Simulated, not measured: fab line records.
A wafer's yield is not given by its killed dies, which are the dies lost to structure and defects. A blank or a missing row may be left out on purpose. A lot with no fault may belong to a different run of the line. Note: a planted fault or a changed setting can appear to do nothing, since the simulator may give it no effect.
Chamber matching    flow gf180mcu    GF_V3_CVD_02 on pecvd-03 has 3 sister chambers
The step deposits SiO2 from TEOS, target thk 850 nm, time 94.851 s. 3 wafers are shown with their chamber, then 7 later ones without.

WAFERS PAIRED WITH THEIR CHAMBERS
wafer   chamber  heaterPowerW (W)
L085.1  0        528
L090.2  1        678
L090.3  2        646

WAFERS MISSING THEIR CHAMBER
wafer   heaterPowerW (W)
L090.6  557
L092.3  678
L092.4  546
L092.6  519
L093.1  616
L093.5  742
L093.6  660

THE CHAMBER EACH PASSED THROUGH
wafer    from the rows above            in truth
L090.6   can't be placed: 0 or 2        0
L092.3   can't be placed: 1 or 2        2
L092.4   0                              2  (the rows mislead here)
L092.6   0                              0
L093.1   can't be placed: 2 or 1 or 0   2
L093.5   can't be placed: 1 or 2        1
L093.6   can't be placed: 2 or 1        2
1 of 7 placed correctly. Unplaceable from these rows: 5, with the true chamber sitting among the candidates in 5. Placed wrongly: 1.
How it was worked out, from the rows above alone: a wafer's distance from a chamber is the root of the sum, over the readings, of the square of ((its reading less the chamber's mean) divided by the reading's scatter). The wafer belongs to the nearest chamber; if the next one is less than 2 further off, it can't be placed. For every chamber, the mean is computed from those of its wafers that are shown. The scatter (one wafer shown for each chamber): square how far every hidden wafer sits from the nearest shown wafer, average those squares and take the square root.
